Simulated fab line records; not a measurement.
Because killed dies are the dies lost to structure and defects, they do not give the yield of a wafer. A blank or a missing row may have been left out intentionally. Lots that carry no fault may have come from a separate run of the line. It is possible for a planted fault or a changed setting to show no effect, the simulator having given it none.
Split-lot experiment :: flow sfq line :: on a route of 325 steps: 5 lots, 23 wafers read

## THE SPLIT
At SFQ_TRILAYER_M6_LITHO_COAT_164 (resist thk 62 nm), the setting spin rpm was moved away from the recipe's 3000 rpm on 6 of the 23 wafers read, by +4.1% to +7.4%. This setting was run at the recipe's value on the other wafers.

Reading taken at the split's own step.

## THE READING
BARC_of_TRILAYER_M6_LITHO_COAT_164.thk nm (the simulator's own value, which no gauge read), in nm, at SFQ_TRILAYER_M6_LITHO_COAT_164 (resist thk 62 nm). No usual value for it is given in the file. The 17 wafers here that ran the recipe average 62.14 nm, standard deviation 0.085 nm.

wafer: L074.1
tool, chamber at the split: litho track-03, 0
spin rpm as run, rpm: 3000
against the recipe: recipe
BARC_of_TRILAYER_M6_LITHO_COAT_164.thk nm, nm: 62.1
against lot-mates on the recipe: -

wafer: L074.2
tool, chamber at the split: litho track-03, 0
spin rpm as run, rpm: 3221
against the recipe: +7.4%
BARC_of_TRILAYER_M6_LITHO_COAT_164.thk nm, nm: 59.95
against lot-mates on the recipe: -2.16

wafer: L074.4
tool, chamber at the split: litho track-03, 0
spin rpm as run, rpm: 3221
against the recipe: +7.4%
BARC_of_TRILAYER_M6_LITHO_COAT_164.thk nm, nm: 60.02
against lot-mates on the recipe: -2.09

wafer: L074.5
tool, chamber at the split: litho track-03, 0
spin rpm as run, rpm: 3000
against the recipe: recipe
BARC_of_TRILAYER_M6_LITHO_COAT_164.thk nm, nm: 62.12
against lot-mates on the recipe: -

wafer: L074.6
tool, chamber at the split: litho track-03, 0
spin rpm as run, rpm: 3221
against the recipe: +7.4%
BARC_of_TRILAYER_M6_LITHO_COAT_164.thk nm, nm: 59.94
against lot-mates on the recipe: -2.17

wafer: L078.1
tool, chamber at the split: litho track-03, 0
spin rpm as run, rpm: 3000
against the recipe: recipe
BARC_of_TRILAYER_M6_LITHO_COAT_164.thk nm, nm: 62.07
against lot-mates on the recipe: -

wafer: L078.3
tool, chamber at the split: litho track-03, 0
spin rpm as run, rpm: 3000
against the recipe: recipe
BARC_of_TRILAYER_M6_LITHO_COAT_164.thk nm, nm: 62.25
against lot-mates on the recipe: -

wafer: L078.4
tool, chamber at the split: litho track-03, 0
spin rpm as run, rpm: 3000
against the recipe: recipe
BARC_of_TRILAYER_M6_LITHO_COAT_164.thk nm, nm: 62.13
against lot-mates on the recipe: -

wafer: L081.1
tool, chamber at the split: litho track-03, 0
spin rpm as run, rpm: 3123
against the recipe: +4.1%
BARC_of_TRILAYER_M6_LITHO_COAT_164.thk nm, nm: 60.87
against lot-mates on the recipe: -1.27

wafer: L081.4
tool, chamber at the split: litho track-03, 0
spin rpm as run, rpm: 3123
against the recipe: +4.1%
BARC_of_TRILAYER_M6_LITHO_COAT_164.thk nm, nm: 60.87
against lot-mates on the recipe: -1.27

wafer: L081.2
tool, chamber at the split: litho track-03, 0
spin rpm as run, rpm: 3000
against the recipe: recipe
BARC_of_TRILAYER_M6_LITHO_COAT_164.thk nm, nm: 62.21
against lot-mates on the recipe: -

wafer: L081.3
tool, chamber at the split: litho track-03, 0
spin rpm as run, rpm: 3123
against the recipe: +4.1%
BARC_of_TRILAYER_M6_LITHO_COAT_164.thk nm, nm: 60.9
against lot-mates on the recipe: -1.24

wafer: L081.5
tool, chamber at the split: litho track-03, 0
spin rpm as run, rpm: 3000
against the recipe: recipe
BARC_of_TRILAYER_M6_LITHO_COAT_164.thk nm, nm: 62.07
against lot-mates on the recipe: -

wafer: L083.1
tool, chamber at the split: litho track-03, 0
spin rpm as run, rpm: 3000
against the recipe: recipe
BARC_of_TRILAYER_M6_LITHO_COAT_164.thk nm, nm: 62.18
against lot-mates on the recipe: -

wafer: L083.3
tool, chamber at the split: litho track-03, 0
spin rpm as run, rpm: 3000
against the recipe: recipe
BARC_of_TRILAYER_M6_LITHO_COAT_164.thk nm, nm: 62.01
against lot-mates on the recipe: -

wafer: L083.4
tool, chamber at the split: litho track-03, 0
spin rpm as run, rpm: 3000
against the recipe: recipe
BARC_of_TRILAYER_M6_LITHO_COAT_164.thk nm, nm: 62.24
against lot-mates on the recipe: -

wafer: L083.5
tool, chamber at the split: litho track-03, 0
spin rpm as run, rpm: 3000
against the recipe: recipe
BARC_of_TRILAYER_M6_LITHO_COAT_164.thk nm, nm: 62
against lot-mates on the recipe: -

wafer: L083.6
tool, chamber at the split: litho track-03, 0
spin rpm as run, rpm: 3000
against the recipe: recipe
BARC_of_TRILAYER_M6_LITHO_COAT_164.thk nm, nm: 61.98
against lot-mates on the recipe: -

wafer: L082.1
tool, chamber at the split: litho track-04, 0
spin rpm as run, rpm: 3000
against the recipe: recipe
BARC_of_TRILAYER_M6_LITHO_COAT_164.thk nm, nm: 62.22
against lot-mates on the recipe: -

wafer: L082.2
tool, chamber at the split: litho track-04, 0
spin rpm as run, rpm: 3000
against the recipe: recipe
BARC_of_TRILAYER_M6_LITHO_COAT_164.thk nm, nm: 62.24
against lot-mates on the recipe: -

wafer: L082.3
tool, chamber at the split: litho track-04, 0
spin rpm as run, rpm: 3000
against the recipe: recipe
BARC_of_TRILAYER_M6_LITHO_COAT_164.thk nm, nm: 62.18
against lot-mates on the recipe: -

wafer: L082.4
tool, chamber at the split: litho track-04, 0
spin rpm as run, rpm: 3000
against the recipe: recipe
BARC_of_TRILAYER_M6_LITHO_COAT_164.thk nm, nm: 62.18
against lot-mates on the recipe: -

wafer: L082.6
tool, chamber at the split: litho track-04, 0
spin rpm as run, rpm: 3000
against the recipe: recipe
BARC_of_TRILAYER_M6_LITHO_COAT_164.thk nm, nm: 62.18
against lot-mates on the recipe: -

FIT RESULTS
A straight line over all 23 wafers: BARC_of_TRILAYER_M6_LITHO_COAT_164.thk nm changes by -0.297 nm for each +1% of spin rpm; r = -1.00; the points scatter about the line by 0.08 nm.
The same after taking each lot's own level away (the mean of its wafers on the recipe; 23 wafers): -0.294 nm for each +1%; r = -1.00; scatter 0.07 nm.
On that fit, the largest move of spin rpm shifts the reading by 2.2 nm.
Measured against the standard deviation above, the lots' own levels, which go from 62.082 to 62.200 nm, span 1.4 times it.
The two slopes agree, so the slope changes little with the lot-to-lot level.
Check: with one of the wafers moved furthest among these (+7.4%) left out of the fit, the line predicts -2.17 nm for it against its lot-mates. Against them it came out at -2.16 nm.

## OTHER SPLITS ON THESE WAFERS
These wafers also went through other splits before the reading. Each is held against what the fit with the lots' levels taken away leaves over:
other split on the same wafers: SFQ_TRILAYER_R5_LITHO_PEB_139 peb time s
wafers away from the commonest value: 7
r with BARC_of_TRILAYER_M6_LITHO_COAT_164.thk nm (lot level and that fit taken away): +0.61

other split on the same wafers: SFQ_TRILAYER_C5_BARC_OPEN_VIA_ETCH_210 time s
wafers away from the commonest value: 11
r with BARC_of_TRILAYER_M6_LITHO_COAT_164.thk nm (lot level and that fit taken away): -0.27

## FILE'S OWN FIT
BARC_of_TRILAYER_M6_LITHO_COAT_164.thk nm changes by -0.295 nm for each +1% of spin rpm, r = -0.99.
